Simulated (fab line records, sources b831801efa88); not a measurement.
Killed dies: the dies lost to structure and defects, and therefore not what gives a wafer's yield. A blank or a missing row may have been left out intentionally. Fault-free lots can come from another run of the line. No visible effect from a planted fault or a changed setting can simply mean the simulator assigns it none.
Check for tools in common ; flow sky130 ; 39 wafers sampled across 13 lots

## WHAT PROMPTED THE OPENING
SKY_LDD_P_TW_MEAS_11, reading LDD_P_TW: flagged on 3 of 13 lots. Wafers without a fault read 634, standard deviation 3.5.
Rule: a lot gets a flag if all its wafers with a number sit over 4 standard deviations from that mean, or if no wafer of it has a number. The rest of the lots are taken to be sound.

lot;measured;on;LDD_P_TW, wafer by wafer;flag
L135;day 18 23:05;film metro-01;632 631 634;
L139;day 20 02:44;film metro-03;632 633 631;
L138;day 20 02:56;film metro-02;633 638 636;
L140;day 20 19:26;film metro-01;629 631 629;
L141;day 21 07:47;film metro-01;630 631 629;
L143;day 22 10:23;film metro-03;632 633 631;
L146;day 22 22:58;film metro-01;632 632 634;
L147;day 23 11:42;film metro-01;628 631 630;
L149;day 24 10:58;film metro-01;587 585 585;FLAGGED
L150;day 24 22:36;film metro-03;587 583 589;FLAGGED
L151;day 24 23:52;film metro-01;590 587 588;FLAGGED
L152;day 25 04:30;film metro-03;634 633 632;
L157;day 26 20:36;film metro-03;632 635 637;
On average the flagged lots' numbers are 587, which is -47 against the usual, or -13 standard deviations.

## LOT BY LOT: THE TOOL USED
The record holds 1 process step before the reading, out of a route of 708 steps. Cell contents, in order: the tool; ch with the chambers the sampled wafers went through; the start.
lot;flag;SKY_LDD_P_IMPLANT_09
L135;;implanter-04 ch 0, day 18 22:50
L139;;implanter-01 ch 0, day 20 02:31
L138;;implanter-02 ch 0, day 20 02:41
L140;;implanter-04 ch 0, day 20 19:13
L141;;implanter-02 ch 0, day 21 07:32
L143;;implanter-04 ch 0, day 22 10:08
L146;;implanter-04 ch 0, day 22 22:44
L147;;implanter-04 ch 0, day 23 11:28
L149;FLAGGED;implanter-04 ch 0, day 24 10:44
L150;FLAGGED;implanter-04 ch 0, day 24 22:23
L151;FLAGGED;implanter-04 ch 0, day 24 23:38
L152;;implanter-01 ch 0, day 25 04:16
L157;;implanter-02 ch 0, day 26 20:23
What is done by these steps:
- SKY_LDD_P_IMPLANT_09
- SKY_LDD_P_TW_MEAS_11

## FLAGGED AGAINST TOTAL, ONE TOOL AT A TIME (gauges that did the reading follow at the end)
step;tool;lots run;flagged;share of the flagged lots;sound lots run after its first flagged lot
SKY_LDD_P_IMPLANT_09;implanter-01;2;0;none;-
SKY_LDD_P_IMPLANT_09;implanter-02;3;0;none;-
SKY_LDD_P_IMPLANT_09;implanter-04;8;3;all;0
SKY_LDD_P_TW_MEAS_11;film metro-01;7;2;some;0
SKY_LDD_P_TW_MEAS_11;film metro-02;1;0;none;-
SKY_LDD_P_TW_MEAS_11;film metro-03;5;1;some;2 (L152,L157)

## WHAT THE TABLE PERMITS
In the table, 1 row covers all flagged lots: implanter-04 at SKY_LDD_P_IMPLANT_09.
- implanter-04 at SKY_LDD_P_IMPLANT_09: 3 of its 8 lots flagged. It ran its last sound lot, L147, at day 23 11:28 and its first flagged lot, L149, at day 24 10:44: a fault with its onset between the two fits. Its own readings lie more than 4 standard deviations out on every wafer of the flagged lots: dose ions cm2, faraday current uA.
One tool is left: implanter-04 at SKY_LDD_P_IMPLANT_09.

## WHAT WAS PUT IN BY THE SIMULATOR
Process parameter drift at SKY_LDD_P_IMPLANT_09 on implanter-04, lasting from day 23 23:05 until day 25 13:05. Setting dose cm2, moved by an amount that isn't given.
Struck lots among those shown: L149, L150, L151. This agrees with what the rule above found.
